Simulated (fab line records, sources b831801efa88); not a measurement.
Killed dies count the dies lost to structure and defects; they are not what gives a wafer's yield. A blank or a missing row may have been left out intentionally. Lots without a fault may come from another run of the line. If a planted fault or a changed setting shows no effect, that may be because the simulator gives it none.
fab line records | flow sky130 | part 2 of 2: steps 31 to 41 of 41
record: lots: 5 | wafers: 15 | last-day: 50
route steps=708 shown VT_ADJUST_NCORE@129 VT_ADJUST_HVTR@131 VT_ADJUST_PCH@143 SONOS_TUNNEL@154 SONOS_ONO@168
lots with no fault: from the same line, run without faults
start-h: hours from the record's opening day to when the first of the lot's shown wafers began | wait-h: hours since the lot's step before | " as in the row above | L1.1+2: a row that stands for several wafers | - no value, or no start was given | * or withheld: withheld | < > ~ a bound
route shown NAME@n: names a module that has steps shown in the file, with the first one's number in the route | usual: mean and standard deviation over wafers with no fault | same: alike in all rows | chamber/n: place in a boat | sites: readings site by site | _std_site: their standard deviation | _edge_site: mean of outer sites minus mean of inner sites | radius-mm: how far each site lies from the wafer's centre | mask NAME#n: copy n | behind: the tool/chamber that last shaped the wafer | hold: reason for holding the lot/hours on hold/outcome of the hold | device: which transistor (n, p or np) failed to switch | end of line: tests of these same wafers at the route's end | for a step that has no rows: nothing shown but its recipe | killed: dies lost to structure and defects at the first sort, not the wafer's yield | map: dies across one wafer; x = killed, . = not, _ = none there
set.NAME: the setting that was run; set.NAME@STEP: the one run at that earlier step | model.NAME: the simulator's own value behind a step, which no gauge read
lots at selected steps of the route; one table per step, one row per wafer
services: the hour from which a tool's chamber was out of use, counted from the record's first day as start-h (under 0 if before that day), plus the number of hours and why
== steps ==
step: SKY_SONOS_TUNNEL_PEB_05
recipe: temp-c: withheld | time-s: * | resist: NOVOLAK
lot.wafer  | tool           | chamber | start-h | wait-h
L079.1+2+6 | litho-track-02 | 0       | -       | -
L088.2+5+6 | litho-track-03 | 0       | -       | -
L089.1+2+6 | litho-track-03 | 0       | -       | -
L093.1+3+4 | litho-track-02 | 0       | -       | -
L096.2+3+4 | litho-track-01 | 0       | -       | -
step: SKY_SONOS_TUNNEL_DEVELOP_06
recipe: resist: NOVOLAK | developer: TMAH | develop-time-s: 60 | dev-temp-c: 23
lot.wafer  | tool           | chamber | start-h | wait-h
L079.1+2+6 | litho-track-02 | 0       | 288.53  | 0.1
L088.2+5+6 | litho-track-03 | 0       | 369.54  | 0.1
L089.1+2+6 | litho-track-03 | 0       | 376.27  | 0.1
L093.1+3+4 | litho-track-02 | 0       | 403.38  | 0.1
L096.2+3+4 | litho-track-01 | 0       | 425.37  | 0.1
step: SKY_SONOS_TUNNEL_CD_MEAS_07
recipe: target-cd-nm: 410
usual: cd-nm: 410.3/2.1
lot.wafer | tool      | chamber | start-h | wait-h | cd-nm
L079.1    | cd-sem-02 | -       | 288.68  | 0.1    | 413.3
L079.2    | "         | -       | "       | "      | 413.6
L079.6    | "         | -       | "       | "      | 412.4
L088.2    | cd-sem-01 | -       | 369.69  | 0.1    | 409.7
L088.5    | "         | -       | "       | "      | 410.7
L088.6    | "         | -       | "       | "      | 409.8
L089.1    | cd-sem-02 | -       | 376.42  | 0.1    | 409.9
L089.2    | "         | -       | "       | "      | 410.8
L089.6    | "         | -       | "       | "      | 410.5
L093.1    | cd-sem-02 | -       | 403.53  | 0.1    | 413.0
L093.3    | "         | -       | "       | "      | 410.7
L093.4    | "         | -       | "       | "      | 411.1
L096.2    | cd-sem-02 | -       | 425.52  | 0.1    | 409.6
L096.3    | "         | -       | "       | "      | 410.6
L096.4    | "         | -       | "       | "      | 408.8
step: SKY_SONOS_TUNNEL_OVL_MEAS_08
usual: SONOS_TUNNEL_OVL: -0.2/1.4
lot.wafer | tool       | chamber | start-h | wait-h | SONOS_TUNNEL_OVL[nm]
L079.1    | overlay-02 | -       | 288.80  | 0.1    | -1.0
L079.2    | "          | -       | "       | "      | 0.6
L079.6    | "          | -       | "       | "      | -1.3
L088.2    | overlay-01 | -       | 369.80  | 0.1    | 1.3
L088.5    | "          | -       | "       | "      | -0.2
L088.6    | "          | -       | "       | "      | 0.5
L089.1    | overlay-02 | -       | 376.54  | 0.1    | 1.5
L089.2    | "          | -       | "       | "      | 0.7
L089.6    | "          | -       | "       | "      | 0.6
L093.1    | overlay-02 | -       | 403.65  | 0.1    | 0.4
L093.3    | "          | -       | "       | "      | -0.7
L093.4    | "          | -       | "       | "      | 0.8
L096.2    | overlay-02 | -       | 425.63  | 0.1    | -0.3
L096.3    | "          | -       | "       | "      | 0.2
L096.4    | "          | -       | "       | "      | -1.3
step: SKY_SONOS_TUNNEL_IMPLANT_09
recipe: species: B | energy-kev: 20 | dose-cm2: 1e+12 | tilt-deg: withheld
usual: dose-ions-cm2: 9.999e+11/1e+09
lot.wafer | tool         | chamber | start-h | wait-h | dose-ions-cm2
L079.1    | implanter-03 | 0       | 288.83  | 0.0    | 9.985e+11
L079.2    | "            | 0       | "       | "      | 9.995e+11
L079.6    | "            | 0       | "       | "      | 9.994e+11
L088.2    | implanter-02 | 0       | 369.85  | 0.0    | 1.0007e+12
L088.5    | "            | 0       | "       | "      | 9.999e+11
L088.6    | "            | 0       | "       | "      | 1.0001e+12
L089.1    | implanter-02 | 0       | 376.58  | 0.0    | 9.998e+11
L089.2    | "            | 0       | "       | "      | 9.984e+11
L089.6    | "            | 0       | "       | "      | 9.999e+11
L093.1    | implanter-03 | 0       | 403.68  | 0.0    | 9.989e+11
L093.3    | "            | 0       | "       | "      | 9.986e+11
L093.4    | "            | 0       | "       | "      | 9.999e+11
L096.2    | implanter-02 | 0       | 425.68  | 0.0    | 1.0001e+12
L096.3    | "            | 0       | "       | "      | 9.989e+11
L096.4    | "            | 0       | "       | "      | 1.0009e+12
step: SKY_SONOS_TUNNEL_WET_ETCH_10
recipe: chemistry: dHF | target-depth-nm: 14 | target: SiO2 | dilution: 100:1 | temp-c: 25 | time-s: 280
lot.wafer  | tool         | chamber | start-h | wait-h
L079.1+2+6 | wet-bench-04 | 1       | 288.98  | 0.1
L088.2+5+6 | wet-bench-03 | 0       | 369.98  | 0.1
L089.1+2+6 | wet-bench-01 | 1       | 376.73  | 0.1
L093.1+3+4 | wet-bench-04 | 1       | 403.83  | 0.1
L096.2+3+4 | wet-bench-01 | 0       | 425.81  | 0.1
step: SKY_SONOS_TUNNEL_STRIP_11
recipe: chemistry: SPM | time-s: 600 | temp-c: 130
lot.wafer  | tool         | chamber | start-h | wait-h
L079.1+2+6 | wet-bench-01 | 1       | 289.07  | 0.0
L088.2+5+6 | wet-bench-03 | 1       | 370.08  | 0.0
L089.1+2+6 | wet-bench-03 | 2       | 376.81  | 0.0
L093.1+3+4 | wet-bench-01 | 2       | 403.92  | 0.0
L096.2+3+4 | wet-bench-04 | 2       | 425.89  | 0.0
step: SKY_SONOS_TUNNEL_TW_MEAS_12
usual: SONOS_TUNNEL_TW: 197/3.7
lot.wafer | tool          | chamber | start-h | wait-h | SONOS_TUNNEL_TW
L079.1    | film-metro-03 | -       | 289.45  | 0.0    | 202
L079.2    | "             | -       | "       | "      | 201
L079.6    | "             | -       | "       | "      | 201
L088.2    | film-metro-01 | -       | 370.30  | 0.0    | 194
L088.5    | "             | -       | "       | "      | 194
L088.6    | "             | -       | "       | "      | 193
L089.1    | film-metro-01 | -       | 377.00  | 0.0    | 194
L089.2    | "             | -       | "       | "      | 194
L089.6    | "             | -       | "       | "      | 194
L093.1    | film-metro-03 | -       | 404.09  | 0.0    | 201
L093.3    | "             | -       | "       | "      | 200
L093.4    | "             | -       | "       | "      | 201
L096.2    | film-metro-01 | -       | 426.08  | 0.0    | 191
L096.3    | "             | -       | "       | "      | 192
L096.4    | "             | -       | "       | "      | 192
step: SKY_SONOS_TUNNEL_CLEAN_13
recipe: chemistry: dHF | time-s: 20 | dilution: 100:1 | dry: ipa-marangoni
lot.wafer  | tool         | chamber | start-h | wait-h
L079.1+2+6 | wet-bench-04 | 0       | 289.51  | 0.1
L088.2+5+6 | wet-bench-04 | 3       | 370.35  | 0.0
L089.1+2+6 | wet-bench-01 | 2       | 377.06  | 0.1
L093.1+3+4 | wet-bench-04 | 2       | 404.15  | 0.1
L096.2+3+4 | wet-bench-01 | 0       | 426.13  | 0.0
step: SKY_SONOS_ONO_OXIDATION_00
recipe: temp-c: 800 | ambient: O2 | idle-temp-c: 700 | ramp-up-c-per-min: 10 | ramp-down-c-per-min: 3 | stabilise-s: 600 | purge-s: 300 | target-thk-a: 26 | ox-time-s: 1249
usual: ramp-down-c-per-min: 3.0001/0.00055 | spike-tc-top-C: 809.8/1.9 | zone-power-bottom-pct: 20.4/0.49 | zone-power-top-pct: 28.9/2
same: ox-time-s: 1249
lot.wafer | tool       | chamber | start-h | wait-h | ramp-down-c-per-min | spike-tc-top-C | zone-power-bottom-pct | zone-power-top-pct
L079.1    | furnace-02 | 0       | 290.00  | 0.5    | 3.0001              | 812.2          | 21.1                  | 24.8
L079.2    | "          | 0       | "       | "      | 2.9994              | 813.0          | 21.2                  | 25.3
L079.6    | "          | 0       | "       | "      | 2.9988              | 814.3          | 21.1                  | 24.6
L088.2    | furnace-01 | 0       | 376.80  | 6.4    | 2.9998              | 807.6          | 20.2                  | 29.7
L088.5    | "          | 0       | "       | "      | 2.9998              | 809.4          | 20.3                  | 29.7
L088.6    | "          | 0       | "       | "      | 2.9989              | 809.6          | 20.5                  | 29.8
L089.1    | furnace-01 | 0       | 382.12  | 5.0    | 2.9996              | 810.8          | 20.3                  | 29.9
L089.2    | "          | 0       | "       | "      | 3.0004              | 809.8          | 19.9                  | 29.9
L089.6    | "          | 0       | "       | "      | 3.0002              | 809.9          | 20.1                  | 30.0
L093.1    | furnace-01 | 0       | 404.51  | 0.3    | 2.9999              | 808.4          | 20.3                  | 29.6
L093.3    | "          | 0       | "       | "      | 3.0000              | 807.9          | 20.2                  | 30.0
L093.4    | "          | 0       | "       | "      | 2.9999              | 807.5          | 20.2                  | 30.1
L096.2    | furnace-01 | 0       | 426.52  | 0.4    | 3.0001              | 807.5          | 20.0                  | 29.6
L096.3    | "          | 0       | "       | "      | 3.0002              | 809.1          | 20.0                  | 30.1
L096.4    | "          | 0       | "       | "      | 3.0003              | 808.2          | 20.3                  | 30.3
step: SKY_SONOS_ONO_THK_MEAS_01
recipe: reads: SiO2_of_SONOS_ONO_OXIDATION_00
usual: SONOS_ONO_OXIDATION_THK: 2.56/0.069
lot.wafer | tool          | chamber | start-h | wait-h | SONOS_ONO_OXIDATION_THK[nm]
L079.1    | film-metro-04 | -       | 291.34  | 0.0    | 2.55
L079.2    | "             | -       | "       | "      | 2.49
L079.6    | "             | -       | "       | "      | 2.60
L088.2    | film-metro-02 | -       | 378.16  | 0.0    | 2.58
L088.5    | "             | -       | "       | "      | 2.62
L088.6    | "             | -       | "       | "      | 2.57
L089.1    | film-metro-04 | -       | 383.47  | 0.0    | 2.54
L089.2    | "             | -       | "       | "      | 2.60
L089.6    | "             | -       | "       | "      | 2.54
L093.1    | film-metro-03 | -       | 405.86  | 0.0    | 2.52
L093.3    | "             | -       | "       | "      | 2.52
L093.4    | "             | -       | "       | "      | 2.50
L096.2    | film-metro-04 | -       | 427.88  | 0.0    | 2.59
L096.3    | "             | -       | "       | "      | 2.58
L096.4    | "             | -       | "       | "      | 2.56
== services ==
tool             | chamber | start-h | hours | kind
implanter-04     | -       | 213.52  | 4.1   | pm
implanter-01     | -       | 224.24  | 0.8   | repair
iline-stepper-01 | -       | 233.63  | 4.4   | pm
plasma-asher-02  | -       | 246.71  | 0.5   | repair
implanter-04     | -       | 249.08  | 0.6   | repair
plasma-asher-03  | -       | 261.78  | 2.6   | repair
iline-stepper-01 | -       | 264.17  | 1.7   | pm
plasma-asher-04  | -       | 271.50  | 13.8  | repair
implanter-01     | -       | 275.73  | 3.3   | repair
furnace-02       | -       | 276.63  | 3.3   | pm
furnace-02       | -       | 279.90  | 3.3   | pm
implanter-02     | -       | 281.82  | 3.7   | pm
furnace-01       | -       | 292.47  | 2.7   | pm
implanter-04     | -       | 328.76  | 6.2   | repair
implanter-03     | -       | 334.44  | 2.4   | repair
furnace-01       | -       | 347.94  | 10.2  | pm
iline-stepper-02 | -       | 360.26  | 1.7   | pm
plasma-asher-01  | -       | 370.61  | 1.4   | repair
implanter-02     | -       | 392.22  | 4.8   | repair
iline-stepper-01 | -       | 403.47  | 1.0   | repair
wet-bench-04     | -       | 410.42  | 6.9   | repair
furnace-01       | -       | 417.68  | 3.1   | pm
implanter-04     | -       | 419.71  | 4.8   | repair
plasma-asher-01  | -       | 421.29  | 9.0   | pm
